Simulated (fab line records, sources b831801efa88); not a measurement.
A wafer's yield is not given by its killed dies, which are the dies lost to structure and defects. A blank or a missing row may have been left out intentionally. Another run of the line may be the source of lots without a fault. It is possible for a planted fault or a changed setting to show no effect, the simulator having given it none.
Which tool was responsible? | flow sky130 | 6 lots with 18 wafers sampled at 3 steps, on a route of 708 steps

## WHAT EACH GAUGE READ, for each wafer
SKY_SONOS_TUNNEL_TW_MEAS_12.
lot  | measured     | on           | SONOS_TUNNEL_TW
L124 | day 11 18:14 | filmMetro-04 | 201.5 200.4 200.5
L127 | day 12 21:13 | filmMetro-02 | 193.0 194.1 193.2
L131 | day 14 00:24 | filmMetro-03 | 199.2 198.0 199.7
L140 | day 17 02:40 | filmMetro-02 | 176.3 175.5 176.0
L143 | day 17 20:14 | filmMetro-02 | 195.0 195.9 196.1
L146 | day 18 23:02 | filmMetro-03 | 198.5 197.8 197.7

## EACH LOT AND THE TOOL THAT RAN IT (in order: tool; ch and the chambers of the sampled wafers; start)
lot  | SKY_VT_ADJUST_PCH_STRIP_09          | SKY_SONOS_TUNNEL_IMPLANT_09
L124 | plasmaAsher-04 ch 0, day 10 18:34   | implanter-04 ch 0, day 11 17:49
L127 | plasmaAsher-02 ch 0,1, day 11 21:08 | implanter-02 ch 0, day 12 20:50
L131 | plasmaAsher-02 ch 0,1, day 12 21:46 | implanter-02 ch 0, day 13 23:59
L140 | plasmaAsher-04 ch 0,1, day 15 21:37 | implanter-02 ch 0, day 17 02:16
L143 | plasmaAsher-02 ch 0,1, day 16 15:25 | implanter-04 ch 0, day 17 19:47
L146 | plasmaAsher-04 ch 0,1, day 17 16:10 | implanter-03 ch 0, day 18 22:38
- SKY_VT_ADJUST_PCH_STRIP_09: strips in O2/N2.
- SKY_SONOS_TUNNEL_IMPLANT_09

## THE ANSWER, worked out from the rows above alone
Rule: the usual values come from the lots themselves. The widest of any qualifying gaps counts: lots, ordered by their means at a reading, are off when they make up no more than a third of the lots, leave a main group of 4 or more, and stand apart from it by 3 or more times the standard deviation of that group's means. If all means in a main group match to the digits the tables above print for the reading, that group is not used. Also off: a lot with no number at a reading for which 4 or more lots have one. Where the step has rows for the other lots, those lots are counted as sound.
Off: at SKY_SONOS_TUNNEL_TW_MEAS_12 (SONOS_TUNNEL_TW), L140. For the main group the mean is 197.4 and the standard deviation 2.6.
A tool fits if, at a process step before that reading, it ran every lot that is off, and no sound lot after the first of them. Those tools and the gauges at SKY_SONOS_TUNNEL_TW_MEAS_12 are tried in the same way. One candidate fits, namely implanter-02 at SKY_SONOS_TUNNEL_IMPLANT_09. Its last sound lot is L131 (day 13 23:59), its first lot that is off L140 (day 17 02:16): a fault that began between those two fits.

## WHAT THE SIMULATOR PUT IN
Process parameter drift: implanter-02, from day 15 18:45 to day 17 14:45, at SKY_SONOS_TUNNEL_IMPLANT_09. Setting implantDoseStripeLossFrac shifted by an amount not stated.
Lots struck among those shown: L140. The rule above found the same.
